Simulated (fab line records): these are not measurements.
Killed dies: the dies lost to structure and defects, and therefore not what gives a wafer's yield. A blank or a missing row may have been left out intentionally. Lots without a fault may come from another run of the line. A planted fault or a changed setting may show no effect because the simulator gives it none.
fab line records | flow gf180mcu
record lots=14 wafers=42 last-day=34
route steps=602 shown HV_LDD@231 PSD@254 SALICIDE@281
lots that met no fault: from a run of the same line without faults
start-h: the number of hours between the record's first day and the start of the first shown wafer of the lot | wait-h: hours from the lot's prior step to this one | " unchanged from the row above | L1.1+2: one row covering several wafers at once | - no value, or no start was given | * or withheld: withheld | < > ~ a bound
route shown NAME@n: NAME is a module with steps in the file, n the number in the route of the first one | usual: mean/standard deviation of fault-free wafers | same: alike in all rows | chamber/n: place in a boat | sites: readings site by site | _std_site: how widely they spread, as a standard deviation | _edge_site: mean of outer sites minus mean of inner sites | radius-mm: for every site, how far away it sits from the centre of the wafer | mask NAME#n: copy n | behind: tool/chamber where the wafer was last shaped | hold: why the lot went on hold/how many hours it stayed there/how the hold came to an end | device: transistor that didn't switch, given as n, p or np | end of line: tests run on the same wafers once the route is complete | a step given without rows: its recipe and nothing more | killed: not the wafer's yield, but the dies lost to structure and defects at the first sort | map: a wafer's dies, x killed, . not, _ none there
set.NAME: the setting the step ran with; set.NAME@STEP: the setting that earlier step ran with | model.NAME: the simulator's own value behind a step, which no gauge read
steps of the route over a sample of lots; a table a step, a row a wafer
services: from which hour (start-h, from the record's first day; less than 0 if before it) a tool's chamber was out of use, for how many hours, and why
## steps
# step GF_HV_LDD_THK_MEAS_55
# recipe reads=SiO2_of_HV_LDD_CVD_54
# usual HV_LDD_CVD_54_THK=10.04/0.14
# columns lot.wafer tool chamber start-h wait-h HV_LDD_CVD_54_THK[nm]
L805.2 film-metro-01 - 276.15 0.0 10.32
L805.3 " - " " 10.31
L805.5 " - " " 10.25
L807.2 film-metro-02 - 294.64 0.0 10.04
L807.4 " - " " 10.04
L807.5 " - " " 10.08
L808.1 film-metro-02 - 298.38 0.0 9.91
L808.4 " - " " 9.92
L808.6 " - " " 9.80
L809.2 film-metro-03 - 310.18 0.0 10.10
L809.3 " - " " 10.02
L809.6 " - " " 10.04
L811.3 film-metro-02 - 328.25 0.0 10.25
L811.5 " - " " 10.12
L811.6 " - " " 10.13
L817.1 film-metro-03 - 385.73 0.0 10.10
L817.3 " - " " 10.17
L817.4 " - " " 10.05
L820.2 film-metro-03 - 405.57 0.0 10.13
L820.4 " - " " 10.11
L820.6 " - " " 10.06
L819.2 film-metro-01 - 406.59 0.0 9.99
L819.3 " - " " 10.20
L819.6 " - " " 10.06
L821.2 film-metro-02 - 410.67 0.0 9.94
L821.3 " - " " 10.00
L821.4 " - " " 9.79
L823.2 film-metro-01 - 428.28 0.0 10.09
L823.3 " - " " 10.13
L823.5 " - " " 10.06
L824.1 film-metro-01 - 436.42 0.0 10.22
L824.3 " - " " 10.03
L824.6 " - " " 10.02
L825.2 film-metro-02 - 444.84 0.0 10.11
L825.5 " - " " 10.25
L825.6 " - " " 10.15
L826.2 film-metro-03 - 452.50 0.0 10.11
L826.4 " - " " 10.11
L826.6 " - " " 9.90
L828.1 film-metro-03 - 469.53 0.0 10.10
L828.4 " - " " 10.19
L828.5 " - " " 10.28
# step GF_HV_LDD_THK_MEAS_57
# recipe reads=Si3N4_of_HV_LDD_CVD_56
# usual HV_LDD_CVD_56_THK=90.2/0.93
# columns lot.wafer tool chamber start-h wait-h HV_LDD_CVD_56_THK[nm]
L805.2 film-metro-03 - 277.64 0.0 91.9
L805.3 " - " " 92.2
L805.5 " - " " 91.2
L807.2 film-metro-01 - 296.13 0.0 88.3
L807.4 " - " " 88.7
L807.5 " - " " 88.8
L808.1 film-metro-03 - 299.87 0.0 90.9
L808.4 " - " " 90.4
L808.6 " - " " 90.5
L809.2 film-metro-02 - 311.67 0.0 90.1
L809.3 " - " " 90.0
L809.6 " - " " 90.3
L811.3 film-metro-03 - 329.74 0.0 92.5
L811.5 " - " " 91.2
L811.6 " - " " 91.8
L817.1 film-metro-01 - 387.22 0.0 90.3
L817.3 " - " " 90.3
L817.4 " - " " 89.6
L820.2 film-metro-01 - 407.43 0.0 91.3
L820.4 " - " " 90.5
L820.6 " - " " 90.7
L819.2 film-metro-01 - 408.85 0.0 89.1
L819.3 " - " " 88.7
L819.6 " - " " 87.8
L821.2 film-metro-01 - 412.15 0.0 90.7
L821.3 " - " " 91.6
L821.4 " - " " 90.8
L823.2 film-metro-01 - 429.77 0.0 91.2
L823.3 " - " " 90.5
L823.5 " - " " 90.4
L824.1 film-metro-01 - 437.90 0.0 90.8
L824.3 " - " " 90.4
L824.6 " - " " 90.4
L825.2 film-metro-02 - 446.33 0.0 90.8
L825.5 " - " " 90.6
L825.6 " - " " 90.3
L826.2 film-metro-02 - 453.99 0.0 90.5
L826.4 " - " " 90.0
L826.6 " - " " 90.1
L828.1 film-metro-03 - 471.01 0.0 90.6
L828.4 " - " " 90.5
L828.5 " - " " 91.3
# step GF_PSD_DEVELOP_06
# recipe develop-time-s=60 dev-temp-c=23
# columns lot.wafer tool chamber start-h wait-h
L805.2+3+5 litho-track-01 0 317.99 0.1
L807.2+4+5 litho-track-01 0 337.94 0.1
L808.1+4+6 litho-track-01 0 342.91 0.1
L809.2+3+6 litho-track-03 0 354.91 0.1
L811.3+5+6 litho-track-01 0 373.36 0.1
L817.1+3+4 litho-track-03 0 435.73 0.1
L820.2+4+6 litho-track-02 0 456.13 0.1
L819.2+3+6 litho-track-01 0 457.29 0.1
L821.2+3+4 litho-track-03 0 461.51 0.1
L823.2+3+5 litho-track-01 0 478.84 0.1
L824.1+3+6 litho-track-03 0 486.23 0.1
L825.2+5+6 litho-track-03 0 494.81 0.1
L826.2+4+6 litho-track-01 0 501.63 0.1
L828.1+4+5 litho-track-01 0 518.41 0.1
# step GF_PSD_CD_MEAS_07
# recipe target-cd-nm=400
# usual cd-nm=400.1/2.4
# columns lot.wafer tool chamber start-h wait-h cd-nm
L805.2 cd-sem-01 - 318.13 0.1 397.0
L805.3 " - " " 398.7
L805.5 " - " " 397.8
L807.2 cd-sem-02 - 338.08 0.1 402.0
L807.4 " - " " 398.5
L807.5 " - " " 398.0
L808.1 cd-sem-02 - 343.06 0.1 410.2
L808.4 " - " " 407.9
L808.6 " - " " 409.3
L809.2 cd-sem-01 - 355.05 0.1 401.8
L809.3 " - " " 403.7
L809.6 " - " " 402.7
L811.3 cd-sem-02 - 373.50 0.1 410.1
L811.5 " - " " 409.1
L811.6 " - " " 409.3
L817.1 cd-sem-01 - 435.88 0.1 399.6
L817.3 " - " " 399.3
L817.4 " - " " 399.1
L820.2 cd-sem-02 - 456.27 0.1 401.6
L820.4 " - " " 400.1
L820.6 " - " " 399.7
L819.2 cd-sem-02 - 457.43 0.1 401.6
L819.3 " - " " 400.1
L819.6 " - " " 398.8
L821.2 cd-sem-01 - 461.65 0.1 403.4
L821.3 " - " " 403.0
L821.4 " - " " 402.2
L823.2 cd-sem-01 - 478.98 0.1 398.6
L823.3 " - " " 398.0
L823.5 " - " " 399.7
L824.1 cd-sem-02 - 486.38 0.1 396.7
L824.3 " - " " 394.6
L824.6 " - " " 396.7
L825.2 cd-sem-01 - 494.95 0.1 399.8
L825.5 " - " " 401.0
L825.6 " - " " 400.7
L826.2 cd-sem-02 - 501.78 0.1 397.7
L826.4 " - " " 399.7
L826.6 " - " " 398.5
L828.1 cd-sem-01 - 518.56 0.1 399.3
L828.4 " - " " 400.4
L828.5 " - " " 400.2
# step GF_SALICIDE_SPUTTER_03
# recipe material=TiN target-thk-nm=20 power-w=6500 time-s=16.7 chamber-pressure-pa=0.4
# usual cathode-dc-power-W=6500.0/1.1 throttle-valve-pct=30.3/1.1
# columns lot.wafer tool chamber start-h wait-h cathode-dc-power-W throttle-valve-pct
L805.2 pvd-sputter-03 - 340.93 0.0 6498.7 30.4
L805.3 " - " " 6498.4 29.7
L805.5 " - " " 6501.1 29.6
L807.2 pvd-sputter-04 - 361.49 0.0 6500.8 29.4
L807.4 " - " " 6499.9 32.7
L807.5 " - " " 6499.1 29.2
L808.1 pvd-sputter-04 - 366.42 0.0 6501.4 32.8
L808.4 " - " " 6499.2 29.6
L808.6 " - " " 6501.7 29.0
L809.2 pvd-sputter-03 - 379.12 0.0 6500.9 29.9
L809.3 " - " " 6501.6 29.7
L809.6 " - " " 6500.0 30.0
L811.3 pvd-sputter-04 - 397.70 0.0 6500.6 32.6
L811.5 " - " " 6500.2 32.7
L811.6 " - " " 6500.3 29.2
L817.1 pvd-sputter-04 - 461.88 0.0 6498.6 32.7
L817.3 " - " " 6501.1 29.0
L817.4 " - " " 6497.9 30.0
L820.2 pvd-sputter-04 - 482.22 0.0 6500.0 29.1
L820.4 " - " " 6499.5 32.6
L820.6 " - " " 6499.9 29.6
L819.2 pvd-sputter-02 - 483.19 0.0 6500.7 28.8
L819.3 " - " " 6502.3 31.7
L819.6 " - " " 6499.8 31.4
L821.2 pvd-sputter-03 - 486.67 0.0 6499.6 29.8
L821.3 " - " " 6500.9 31.7
L821.4 " - " " 6499.8 30.5
L823.2 pvd-sputter-02 - 504.03 0.0 6498.9 31.6
L823.3 " - " " 6500.3 28.8
L823.5 " - " " 6501.4 30.9
L824.1 pvd-sputter-04 - 510.93 0.0 6500.3 32.3
L824.3 " - " " 6497.6 29.6
L824.6 " - " " 6498.1 29.5
L825.2 pvd-sputter-04 - 519.74 0.0 6499.5 29.2
L825.5 " - " " 6500.7 30.1
L825.6 " - " " 6499.8 32.7
L826.2 pvd-sputter-02 - 526.58 0.0 6497.8 28.8
L826.4 " - " " 6500.7 30.8
L826.6 " - " " 6498.5 30.1
L828.1 pvd-sputter-03 - 542.33 0.0 6498.8 29.5
L828.4 " - " " 6499.2 30.6
L828.5 " - " " 6499.6 29.7
## services
# columns tool chamber start-h hours kind
pvd-sputter-02 - 319.46 6.3 repair
pvd-sputter-04 0 330.45 - consumable-replace:kit
pvd-sputter-04 0 330.45 18.0 scheduled-down
pvd-sputter-04 0 330.45 18.0 vent-cycle
litho-track-03 - 394.41 - consumable-replace:filter
litho-track-01 - 404.24 - consumable-replace:filter
pvd-sputter-02 0 419.84 - consumable-replace:kit
pvd-sputter-02 0 419.84 18.0 scheduled-down
pvd-sputter-02 0 419.84 18.0 vent-cycle
pvd-sputter-03 0 425.26 - consumable-replace:kit
pvd-sputter-03 0 425.26 18.0 scheduled-down
pvd-sputter-03 0 425.26 18.0 vent-cycle
litho-track-01 - 523.46 - consumable-replace:filter
## key
first-sign step=GF_PSD_CD_MEAS_07 reading=cd-nm direction=up sigmas=3.8 usual=400.1 struck=409.3
effect none on later readings
met-at GF_PSD_DEVELOP_06
struck-lots L808,L811
tester-left-out L808,L811
not-acting-at GF_HV_LDD_THK_MEAS_55,GF_HV_LDD_THK_MEAS_57,GF_SALICIDE_SPUTTER_03
onset-between 337.94 342.91
fault kind=process-parameter-drift tool=litho-track-01 chamber=- onset-h=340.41 steps=GF_PSD_DEVELOP_06 channel=develop-time-s offset=* shape=step end-h=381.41 acts-in=* stated=*
# tester-left-out: of these lots the tester's yield and bins aren't shown, on N5 and GAA mostly nor the transistor test; their killed dies are dies lost to structure and defects alone, not to doping, threshold or leakage, so they don't give the yield
